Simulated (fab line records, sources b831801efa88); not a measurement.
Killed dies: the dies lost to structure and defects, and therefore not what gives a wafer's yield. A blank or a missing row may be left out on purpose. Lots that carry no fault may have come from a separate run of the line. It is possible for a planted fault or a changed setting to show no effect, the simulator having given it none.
Chamber matching :: flow gf180mcu :: GF_V1_ETCH_16 on rie diel-01: 4 sister chambers
The step etches BARC in N2/H2. 4 wafers are shown with their chamber, then 8 later ones without.

WAFERS WITH THEIR CHAMBER
wafer: L081.6
chamber: 2
drypump motor current A (A): 6.4

wafer: L084.3
chamber: 0
drypump motor current A (A): 5.2

wafer: L084.4
chamber: 1
drypump motor current A (A): 5.5

wafer: L090.1
chamber: 3
drypump motor current A (A): 6.5

WAFERS WITHOUT THEIR CHAMBER
wafer: L090.4
drypump motor current A (A): 6.5

wafer: L090.5
drypump motor current A (A): 5.1

wafer: L093.2
drypump motor current A (A): 6.4

wafer: L093.5
drypump motor current A (A): 5.2

wafer: L093.6
drypump motor current A (A): 6.5

wafer: L095.1
drypump motor current A (A): 6.5

wafer: L095.2
drypump motor current A (A): 5.1

wafer: L095.4
drypump motor current A (A): 6.4

THE CHAMBER EACH PASSED THROUGH
wafer: L090.4
from the rows above: can't be placed: 3 or 2
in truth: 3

wafer: L090.5
from the rows above: 0
in truth: 0

wafer: L093.2
from the rows above: can't be placed: 2 or 3
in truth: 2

wafer: L093.5
from the rows above: 0
in truth: 0

wafer: L093.6
from the rows above: can't be placed: 3 or 2
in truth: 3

wafer: L095.1
from the rows above: can't be placed: 3 or 2
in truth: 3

wafer: L095.2
from the rows above: 0
in truth: 0

wafer: L095.4
from the rows above: can't be placed: 2 or 3
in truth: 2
3 of 8 placed correctly. These rows do not allow placing 5 (true chamber among the candidates in 5). Number placed wrongly: 0.
How it was worked out, from the rows above alone: a wafer's distance from a chamber is the root of the sum, over the readings, of the square of ((its reading less the chamber's mean) divided by the reading's scatter). The wafer belongs to the nearest chamber; if the next one is less than 2 further off, it can't be placed. A chamber's mean is the mean of its shown wafers. The scatter: root of mean squared gap, hidden wafer to nearest shown wafer, with one shown wafer a chamber.
